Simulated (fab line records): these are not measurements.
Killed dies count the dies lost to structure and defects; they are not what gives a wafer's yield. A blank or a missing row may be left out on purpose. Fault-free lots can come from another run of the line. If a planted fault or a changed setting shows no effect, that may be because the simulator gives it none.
Which of the tools did it? + flow gf180mcu + 15 lots, 45 wafers sampled, at 6 steps of a route of 602

## WHAT THE GAUGES READ, wafer by wafer
GF_HV_LDD_TW_MEAS_38.
| lot  | measured     | on           | HV_LDD_3_TW                   |
|------|--------------|--------------|-------------------------------|
| L644 | day 11 08:07 | filmMetro-02 | 1437 1432 1435                |
| L647 | day 12 10:13 | filmMetro-02 | 1425 1435 1426                |
| L648 | day 13 00:59 | filmMetro-02 | 1439 1419 1423                |
| L649 | day 13 13:13 | filmMetro-04 | 1427 1427 1427                |
| L651 | day 13 22:04 | filmMetro-02 | 1425 1432 1425                |
| L652 | day 14 05:46 | filmMetro-02 | 1433 1443 1433                |
| L653 | day 14 15:19 | filmMetro-01 | 1430 1432 1425                |
| L655 | day 15 05:50 | filmMetro-04 | 1422 1422 1418                |
| L656 | day 15 12:28 | filmMetro-02 | 1446 1443 1453                |
| L657 | day 15 19:16 | filmMetro-02 | 1441 1442 1461                |
| L660 | day 16 16:37 | filmMetro-01 | 1310 1306 1302 1306 1304 1301 |
| L661 | day 17 00:31 | filmMetro-04 | 1310 1311 1314 1311 1306 1311 |
| L662 | day 17 13:01 | filmMetro-04 | 1299 1305 1305 1304 1308 1312 |
| L663 | day 17 17:35 | filmMetro-01 | 1436 1434 1436                |
| L667 | day 19 01:26 | filmMetro-01 | 1420 1423 1418                |

GF_HV_LDD_TW_MEAS_50.
| lot  | measured     | on           | HV_LDD_4_TW |
|------|--------------|--------------|-------------|
| L644 | day 12 03:32 | filmMetro-01 | 567 567 564 |
| L647 | day 13 06:08 | filmMetro-02 | 566 564 567 |
| L648 | day 13 21:56 | filmMetro-01 | 566 566 565 |
| L649 | day 14 10:08 | filmMetro-02 | 569 568 567 |
| L651 | day 14 19:35 | filmMetro-02 | 569 571 568 |
| L652 | day 15 02:37 | filmMetro-02 | 573 573 572 |
| L653 | day 15 13:02 | filmMetro-04 | 565 567 564 |
| L655 | day 16 03:29 | filmMetro-04 | 564 564 561 |
| L656 | day 16 10:35 | filmMetro-04 | 562 563 564 |
| L657 | day 16 18:25 | filmMetro-02 | 573 573 571 |
| L660 | day 17 15:28 | filmMetro-02 | 567 567 568 |
| L661 | day 18 00:31 | filmMetro-02 | 573 571 571 |
| L662 | day 18 12:41 | filmMetro-04 | 566 568 565 |
| L663 | day 18 17:04 | filmMetro-04 | 566 565 563 |
| L667 | day 20 02:04 | filmMetro-01 | 568 569 569 |

GF_HV_LDD_RS_MEAS_53: measurement is done with a four-point probe.
| lot  | measured     | on           | HV_LDD_RS (ohm/sq)                  |
|------|--------------|--------------|-------------------------------------|
| L644 | day 12 03:43 | filmMetro-01 | 417.9 417.8 417.6                   |
| L647 | day 13 06:20 | filmMetro-04 | 418.4 417.9 417.0                   |
| L648 | day 13 22:07 | filmMetro-04 | 416.3 416.6 417.7                   |
| L649 | day 14 10:20 | filmMetro-01 | 416.4 415.9 417.1                   |
| L651 | day 14 19:47 | filmMetro-02 | 418.4 418.1 417.9                   |
| L652 | day 15 02:47 | filmMetro-02 | 417.1 417.8 417.0                   |
| L653 | day 15 13:13 | filmMetro-01 | 418.6 419.0 418.9                   |
| L655 | day 16 03:41 | filmMetro-01 | 417.2 418.0 417.8                   |
| L656 | day 16 10:46 | filmMetro-02 | 418.2 418.3 417.9                   |
| L657 | day 16 18:35 | filmMetro-02 | 417.7 417.0 418.0                   |
| L660 | day 17 15:38 | filmMetro-04 | 437.9 439.4 438.0 438.2 438.7 438.8 |
| L661 | day 18 00:41 | filmMetro-04 | 440.6 440.8 440.0 440.5 441.1 440.6 |
| L662 | day 18 12:53 | filmMetro-02 | 439.2 439.4 438.7 439.8 439.6 439.0 |
| L663 | day 18 17:15 | filmMetro-01 | 417.2 416.0 415.8                   |
| L667 | day 20 02:16 | filmMetro-04 | 417.5 419.0 418.5                   |

## EACH LOT AND THE TOOL THAT RAN IT (in order: tool; ch and the chambers of the sampled wafers; start)
| lot  | GF_POLY_GATE_ETCH_12              | GF_HV_LDD_IMPLANT_35            | GF_HV_LDD_RTA_52                |
|------|-----------------------------------|---------------------------------|---------------------------------|
| L644 | rieDiel-01 ch 2,3, day 9 00:02    | implanter-02 ch 0, day 11 07:44 | rtpAnneal-02 ch 0, day 12 03:39 |
| L647 | rieDiel-01 ch 0,1, day 9 22:21    | implanter-03 ch 0, day 12 09:51 | rtpAnneal-01 ch 0, day 13 06:15 |
| L648 | rieDiel-02 ch 0,3, day 10 12:24   | implanter-03 ch 0, day 13 00:35 | rtpAnneal-01 ch 0, day 13 22:03 |
| L649 | rieDiel-04 ch 0,1,3, day 10 23:37 | implanter-02 ch 0, day 13 12:50 | rtpAnneal-02 ch 0, day 14 10:15 |
| L651 | rieDiel-01 ch 0,2, day 11 05:24   | implanter-02 ch 0, day 13 21:40 | rtpAnneal-02 ch 0, day 14 19:43 |
| L652 | rieDiel-02 ch 0,1,3, day 11 14:51 | implanter-03 ch 0, day 14 05:22 | rtpAnneal-01 ch 0, day 15 02:43 |
| L653 | rieDiel-02 ch 0,1,3, day 12 00:13 | implanter-01 ch 0, day 14 14:55 | rtpAnneal-02 ch 0, day 15 13:09 |
| L655 | rieDiel-04 ch 0,2,3, day 12 11:56 | implanter-02 ch 0, day 15 05:28 | rtpAnneal-01 ch 0, day 16 03:36 |
| L656 | rieDiel-02 ch 0,1,3, day 12 18:53 | implanter-01 ch 0, day 15 12:04 | rtpAnneal-01 ch 0, day 16 10:42 |
| L657 | rieDiel-02 ch 1,2,3, day 13 01:22 | implanter-02 ch 0, day 15 18:52 | rtpAnneal-01 ch 0, day 16 18:31 |
| L660 | rieDiel-01 ch 0,1,3, day 13 21:04 | implanter-02, day 16 16:13      | rtpAnneal-02 ch 0, day 17 15:34 |
| L661 | rieDiel-04 ch 0,2,3, day 14 04:44 | implanter-03, day 17 00:07      | rtpAnneal-02 ch 0, day 18 00:37 |
| L662 | rieDiel-04 ch 0,1, day 14 15:05   | implanter-01, day 17 12:38      | rtpAnneal-01 ch 0, day 18 12:47 |
| L663 | rieDiel-01 ch 0,1,3, day 14 18:16 | implanter-01 ch 0, day 17 17:13 | rtpAnneal-02 ch 0, day 18 17:10 |
| L667 | rieDiel-02 ch 0,3, day 16 01:17   | implanter-02 ch 0, day 19 01:02 | rtpAnneal-01 ch 0, day 20 02:11 |
- GF_POLY_GATE_ETCH_12: etches BARC in N2/H2.
- GF_HV_LDD_IMPLANT_35
- GF_HV_LDD_RTA_52: time 10 s.

## WHAT THE TOOLS THEMSELVES READ (means of the sampled wafers that have a number; where no wafer has one, the mark that the record gives instead)
GF_POLY_GATE_ETCH_12.
| lot  | tool       | biasW (W) | chamberPressureMTorr (mTorr) | drypumpMotorCurrentA (A) | oesProductAu (a.u.) | rfFwdPowerW (W) | throttleValvePct (%) |
|------|------------|-----------|------------------------------|--------------------------|---------------------|-----------------|----------------------|
| L644 | rieDiel-01 | 100.1     | 30.025                       | 5.7                      | 0.735               | 493.9           | 13.215               |
| L647 | rieDiel-01 | 100.1     | 29.981                       | 5.6                      | 0.736               | 496.6           | 13.220               |
| L648 | rieDiel-02 | 100.3     | 30.005                       | 5.8                      | 0.742               | 496.5           | 13.215               |
| L649 | rieDiel-04 | 99.9      | 30.023                       | 5.7                      | 0.733               | 497.1           | 13.211               |
| L651 | rieDiel-01 | 99.7      | 30.001                       | 5.5                      | 0.733               | 495.8           | 13.223               |
| L652 | rieDiel-02 | 99.9      | 30.005                       | 6.1                      | 0.731               | 494.6           | 13.214               |
| L653 | rieDiel-02 | 100.3     | 30.021                       | 6.2                      | 0.736               | 496.4           | 13.210               |
| L655 | rieDiel-04 | 99.9      | 29.994                       | 5.6                      | 0.730               | 496.1           | 13.208               |
| L656 | rieDiel-02 | 100.0     | 30.023                       | 6.1                      | 0.733               | 495.8           | 13.217               |
| L657 | rieDiel-02 | 100.0     | 30.004                       | 6.0                      | 0.733               | 497.3           | 13.224               |
| L660 | rieDiel-01 | 100.0     | 29.969                       | 5.8                      | 0.736               | 496.1           | 13.215               |
| L661 | rieDiel-04 | 100.2     | 29.993                       | 5.6                      | 0.734               | 497.1           | 13.194               |
| L662 | rieDiel-04 | 100.1     | 30.032                       | 5.6                      | 0.734               | 497.7           | 13.214               |
| L663 | rieDiel-01 | 99.7      | 29.992                       | 5.8                      | 0.739               | 495.5           | 13.218               |
| L667 | rieDiel-02 | 99.7      | 30.017                       | 5.9                      | 0.740               | 497.7           | 13.214               |

GF_HV_LDD_IMPLANT_35.
| lot  | tool         | beamEnergyKeV | beamOnS (s) |
|------|--------------|---------------|-------------|
| L644 | implanter-02 | 60.012        | 9.94        |
| L647 | implanter-03 | 59.984        | 9.87        |
| L648 | implanter-03 | 60.000        | 9.95        |
| L649 | implanter-02 | 59.993        | 9.95        |
| L651 | implanter-02 | 60.014        | 9.76        |
| L652 | implanter-03 | 60.013        | 10.02       |
| L653 | implanter-01 | 60.003        | 9.80        |
| L655 | implanter-02 | 59.996        | 10.02       |
| L656 | implanter-01 | 60.022        | 9.91        |
| L657 | implanter-02 | 59.994        | 10.08       |
| L660 | implanter-02 | -             | -           |
| L661 | implanter-03 | -             | -           |
| L662 | implanter-01 | -             | -           |
| L663 | implanter-01 | 59.997        | 9.91        |
| L667 | implanter-02 | 60.007        | 10.11       |

GF_HV_LDD_RTA_52.
| lot  | tool         | lampPowerPct (%) | wafer_temp_C_max |
|------|--------------|------------------|------------------|
| L644 | rtpAnneal-02 | 30               | 1008.6           |
| L647 | rtpAnneal-01 | 36               | 1008.5           |
| L648 | rtpAnneal-01 | 36               | 1008.0           |
| L649 | rtpAnneal-02 | 30               | 1007.6           |
| L651 | rtpAnneal-02 | 30               | 1008.0           |
| L652 | rtpAnneal-01 | 36               | 1008.0           |
| L653 | rtpAnneal-02 | 30               | 1007.9           |
| L655 | rtpAnneal-01 | 36               | 1008.2           |
| L656 | rtpAnneal-01 | 36               | 1008.9           |
| L657 | rtpAnneal-01 | 36               | 1007.9           |
| L660 | rtpAnneal-02 | 30               | 1006.5           |
| L661 | rtpAnneal-02 | 30               | 1006.4           |
| L662 | rtpAnneal-01 | 36               | 1007.9           |
| L663 | rtpAnneal-02 | 30               | 1008.8           |
| L667 | rtpAnneal-01 | 36               | 1007.0           |

## THE ANSWER, worked out from the rows above alone
Rule: the lots themselves supply what counts as usual. The widest of any qualifying gaps counts: lots, ordered by their means at a reading, are off when they make up no more than a third of the lots, leave a main group of 4 or more, and stand apart from it by 3 or more times the standard deviation of that group's means. Not used: any main group whose means are identical at the precision the tables above print for the reading. A lot without any number at a reading at which 4 lots or more have one is off too. Where the step has rows for the other lots, those lots are counted as sound. The gauges are gone through in route order, then the tools' own readings, and for those a lot's mean is taken as printed above. The first step at which some lot is off is used, and at that step the reading that is off furthest; a lot without a number counts as furthest.
Off: L660, L661, L662, seen at GF_HV_LDD_TW_MEAS_38 (HV_LDD_3_TW). The main group has a mean of 1432 with a standard deviation of 8.6.
A tool fits if, at a process step before that reading, it ran every lot that is off, and no sound lot after the first of them. Not tried: the gauges at GF_HV_LDD_TW_MEAS_38; whatever is off there is also off at GF_HV_LDD_IMPLANT_35, on other tools, and gauge error can't account for it. Not one of the candidates tried fits.

## WHAT THE SIMULATOR HAD PUT IN
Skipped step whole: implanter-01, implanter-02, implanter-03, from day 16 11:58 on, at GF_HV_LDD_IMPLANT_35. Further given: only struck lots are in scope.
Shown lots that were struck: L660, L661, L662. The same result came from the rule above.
